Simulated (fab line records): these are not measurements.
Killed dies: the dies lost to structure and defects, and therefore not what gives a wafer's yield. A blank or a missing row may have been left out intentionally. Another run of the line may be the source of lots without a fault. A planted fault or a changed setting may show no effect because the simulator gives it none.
Code-filled problem report in 8D (eight disciplines) form :: flow gf180mcu :: the parts of the form that need people (team, actions taken, sign-off) are left out

1. THE ISSUE
Mean of bias_w at GF_PASSIVATION_ETCH_11: 170.6 W across 6 wafers in 2 lots; on wafers with no fault it is 150.1 W (standard deviation 0.44). Relative to the usual mean, that is a shift of +47 standard deviations.
The step: etches the open film in CF4/O2, stops on TiN, target depth 2040 nm, time 453.3 s.
First observed at day 30 23:47: wafer L555.1, on rie_diel-03. At this step, 33 wafers from 11 lots have a number in the record. Rule for "out" (also "out of limits"): further than 4 standard deviations from the usual mean. The rest of the wafers with a number are treated as sound.

2. WHAT IT IS AND WHAT IT IS NOT
question: which readings at this step
is: bias_w
is not: drypump_motor_current_A, throttle_valve_pct

question: which lots
is: L555, L557
is not: L549, L551, L565, L567, L568, L569, L570, L571, L572

question: which wafers of those lots
is: all that have a number
is not: -

question: read on which tools
is: rie_diel-03
is not: rie_diel-01, rie_diel-04

question: when
is: from day 30 23:47
is not: up to then (6 sound wafers); but 21 sound wafers of L565, L567, L568, L569, L570, L571, L572 came after

3. THE SUSPECTS, EACH WITH WHAT RULES IT OUT
Counting: a tool at any process step up to the reading remains a suspect when it ran all the lots that are out and ran no sound lot after the first of those.
- pvd_sputter-04 at GF_TOP_METAL_SPUTTER_03 (material Ti, target thk 5 nm, time 3.3 s): kept. It ran every lot that is out, first L555 (day 29 10:16), and no sound lot after that.
- pvd_sputter-04 at GF_TOP_METAL_SPUTTER_04 (material TiN, target thk 25 nm, time 20.8 s): kept. It ran every lot that is out, first L555 (day 29 10:17), and no sound lot after that.
- rie_diel-03 at GF_PASSIVATION_ETCH_11 (etches the open film in CF4/O2, stops on TiN, target depth 2040 nm, time 453.3 s): ruled out as a lasting fault. After its first lot that is out, L555 (day 30 23:47), sound lots L567, L568, L569, L572 ran on it.
Left after counting: pvd_sputter-04 at GF_TOP_METAL_SPUTTER_03, pvd_sputter-04 at GF_TOP_METAL_SPUTTER_04.

4. THE CAUSE (what the simulator had put in)
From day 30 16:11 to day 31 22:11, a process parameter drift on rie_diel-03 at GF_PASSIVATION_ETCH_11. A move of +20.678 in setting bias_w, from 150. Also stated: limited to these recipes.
Counting ruled it out, wrongly.

5. THE EFFECT CHAIN, in route order
Each row: a reading where the mean over the struck wafers with a number is more than 3 standard deviations away from the usual. Only readings for which the record gives a usual standard deviation are gone through. hours: the time from each lot's start at the first step in this table that gives one to its start at this step, as a median over the lots. sigmas: the change in usual standard deviations.
hours: 0
step: GF_PASSIVATION_ETCH_11
reading: bias_w
usual: 150.1 W
on struck wafers: 170.6
change: +20.5
sigmas: +47

hours: 0
step: GF_PASSIVATION_STRIP_12
reading: strip_time_to_endpoint_s
usual: 33.01 s
on struck wafers: 32.05
change: -0.96
sigmas: -3.4
Here are the process steps it includes:
- GF_PASSIVATION_ETCH_11: etches the open film in CF4/O2, stops on TiN, target depth 2040 nm, time 453.3 s.
- GF_PASSIVATION_STRIP_12: strips in O2/N2.

6. HOW IT WOULD HAVE BEEN CAUGHT EARLIER
First out-of-limits reading in this record: day 30 23:47, which is 8 hours after fault onset at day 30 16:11.
